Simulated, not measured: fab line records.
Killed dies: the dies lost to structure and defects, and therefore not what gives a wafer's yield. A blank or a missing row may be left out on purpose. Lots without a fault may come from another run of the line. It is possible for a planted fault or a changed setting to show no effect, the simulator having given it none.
Which tool did it? | flow gf180mcu | Sampling: 6 lots, 18 wafers, 4 of 602 route steps

== WHAT THE GAUGES READ, wafer by wafer ==
GF_V4_THK_MEAS_03.
lot  | measured     | on            | V4_CVD_02_THK (nm)
L366 | day 23 14:08 | film-metro-01 | 853 864 860
L378 | day 28 07:29 | film-metro-03 | 850 800 853
L381 | day 28 18:36 | film-metro-02 | 838 847 853
L383 | day 29 07:58 | film-metro-02 | 862 847 853
L386 | day 29 19:18 | film-metro-03 | 840 862 861
L388 | day 30 08:57 | film-metro-02 | 850 870 860

== WHICH TOOL RAN EACH LOT (tool, then ch and the chambers of the sampled wafers, then the start) ==
lot  | GF_V3_SPUTTER_21             | GF_V3_CMP_26                  | GF_V4_CVD_02
L366 | pvd-sputter-02, day 22 13:42 | cmp-01 ch 0,3, day 22 14:09   | pecvd-03 ch 1,2, day 23 14:03
L378 | pvd-sputter-02, day 27 09:58 | cmp-01 ch 0,1,2, day 27 10:25 | pecvd-04 ch 0,1,2, day 28 07:24
L381 | pvd-sputter-04, day 27 21:17 | cmp-02 ch 0,1,2, day 27 21:47 | pecvd-03 ch 0,2, day 28 18:32
L383 | pvd-sputter-04, day 28 10:59 | cmp-02 ch 1,2,3, day 28 11:23 | pecvd-03 ch 0,1,2, day 29 07:54
L386 | pvd-sputter-01, day 28 22:28 | cmp-02 ch 0,1, day 28 22:52   | pecvd-02 ch 1,2, day 29 19:14
L388 | pvd-sputter-02, day 29 13:00 | cmp-02 ch 0,1, day 29 13:23   | pecvd-02 ch 1,2, day 30 08:53
- GF_V3_SPUTTER_21: material Ti, target thk 15 nm, time 80.02 s.
- GF_V3_CMP_26: polishes, stops on SiO2, t overpolish 15 s, target thk 0 nm.
- GF_V4_CVD_02: deposits SiO2 from TEOS, target thk 850 nm, time 94.851 s.

== THE ANSWER, worked out from the rows above alone ==
Rule: what is usual is taken from the lots themselves. The widest of any qualifying gaps counts: lots, ordered by their means at a reading, are off when they make up no more than a third of the lots, leave a main group of 4 or more, and stand apart from it by 3 or more times the standard deviation of that group's means. The tables above print the reading to a certain number of digits; a main group whose means all agree to those digits is not used. Also off: a lot with no number at a reading for which 4 or more lots have one. Where the step has rows for the other lots, those lots are counted as sound.
Across all readings shown, no lot is off: no conclusion can be drawn from this.

== WHAT THE SIMULATOR PUT IN ==
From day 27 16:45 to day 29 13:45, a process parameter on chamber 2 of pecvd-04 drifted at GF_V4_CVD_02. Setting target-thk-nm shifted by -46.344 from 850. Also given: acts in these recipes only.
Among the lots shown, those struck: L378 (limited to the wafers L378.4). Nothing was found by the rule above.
